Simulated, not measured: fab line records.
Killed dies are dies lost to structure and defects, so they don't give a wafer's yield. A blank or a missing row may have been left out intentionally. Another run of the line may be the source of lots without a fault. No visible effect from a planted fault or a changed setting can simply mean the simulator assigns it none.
Matching of chambers / flow sky130 / SKY_VIA1_CMP_02 on cmp-02 has 4 sister chambers
The step polishes SiO2. 14 wafers are shown with their chamber, then 7 later ones without.

WAFERS WITH THEIR CHAMBER
wafer=L262.4; chamber=2; motor_current_A (A)=11.8; edge_zone_pressure_frac=1.003
wafer=L262.5; chamber=3; motor_current_A (A)=10.7; edge_zone_pressure_frac=1.008
wafer=L262.6; chamber=2; motor_current_A (A)=11.9; edge_zone_pressure_frac=0.998
wafer=L263.3; chamber=1; motor_current_A (A)=14.8; edge_zone_pressure_frac=0.994
wafer=L263.5; chamber=2; motor_current_A (A)=11.8; edge_zone_pressure_frac=0.991
wafer=L263.6; chamber=3; motor_current_A (A)=10.3; edge_zone_pressure_frac=1.000
wafer=L264.1; chamber=1; motor_current_A (A)=14.9; edge_zone_pressure_frac=0.998
wafer=L264.2; chamber=0; motor_current_A (A)=11.2; edge_zone_pressure_frac=1.007
wafer=L264.5; chamber=0; motor_current_A (A)=11.9; edge_zone_pressure_frac=1.001
wafer=L268.2; chamber=0; motor_current_A (A)=11.7; edge_zone_pressure_frac=1.001
wafer=L268.4; chamber=2; motor_current_A (A)=12.0; edge_zone_pressure_frac=0.995
wafer=L268.6; chamber=2; motor_current_A (A)=11.5; edge_zone_pressure_frac=1.004
wafer=L280.1; chamber=3; motor_current_A (A)=10.6; edge_zone_pressure_frac=0.998
wafer=L280.3; chamber=1; motor_current_A (A)=14.4; edge_zone_pressure_frac=1.005

SIGNATURES (means of the wafers above)
reading=motor_current_A; chamber 0=11.600; chamber 1=14.700; chamber 2=11.800; chamber 3=10.533; scatter within a chamber=0.25
reading=edge_zone_pressure_frac; chamber 0=1.00300; chamber 1=0.99900; chamber 2=0.99820; chamber 3=1.00200; scatter within a chamber=0.00511
Rule: for each reading, subtract the chamber's mean from the wafer's reading, divide by that reading's scatter and square the result; add these up over the readings and take the root, which gives the wafer's distance from the chamber. The wafer belongs to the nearest chamber; if the next one is less than 2 further off, it can't be placed. How the scatter is found: for the shown wafers, subtract from each reading the mean of its chamber, square and add these, divide the total by (wafers less chambers), then take the root.

WAFERS WITHOUT THEIR CHAMBER
wafer=L280.6; motor_current_A (A)=11.5; edge_zone_pressure_frac=1.006
wafer=L281.2; motor_current_A (A)=13.6; edge_zone_pressure_frac=1.003
wafer=L281.4; motor_current_A (A)=11.7; edge_zone_pressure_frac=1.000
wafer=L281.6; motor_current_A (A)=12.1; edge_zone_pressure_frac=1.006
wafer=L282.1; motor_current_A (A)=12.0; edge_zone_pressure_frac=1.004
wafer=L282.3; motor_current_A (A)=10.7; edge_zone_pressure_frac=0.997
wafer=L282.6; motor_current_A (A)=10.1; edge_zone_pressure_frac=0.994

EACH ONE'S CHAMBER
wafer=L280.6; from the rows above=can't be placed: 0 or 2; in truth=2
wafer=L281.2; from the rows above=1; in truth=1
wafer=L281.4; from the rows above=can't be placed: 2 or 0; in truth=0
wafer=L281.6; from the rows above=can't be placed: 2 or 0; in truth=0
wafer=L282.1; from the rows above=can't be placed: 2 or 0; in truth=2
wafer=L282.3; from the rows above=3; in truth=3
wafer=L282.6; from the rows above=3; in truth=3
Placed correctly: 3 of 7. These rows do not allow placing 4 (true chamber among the candidates in 4). Placed wrongly: 0.
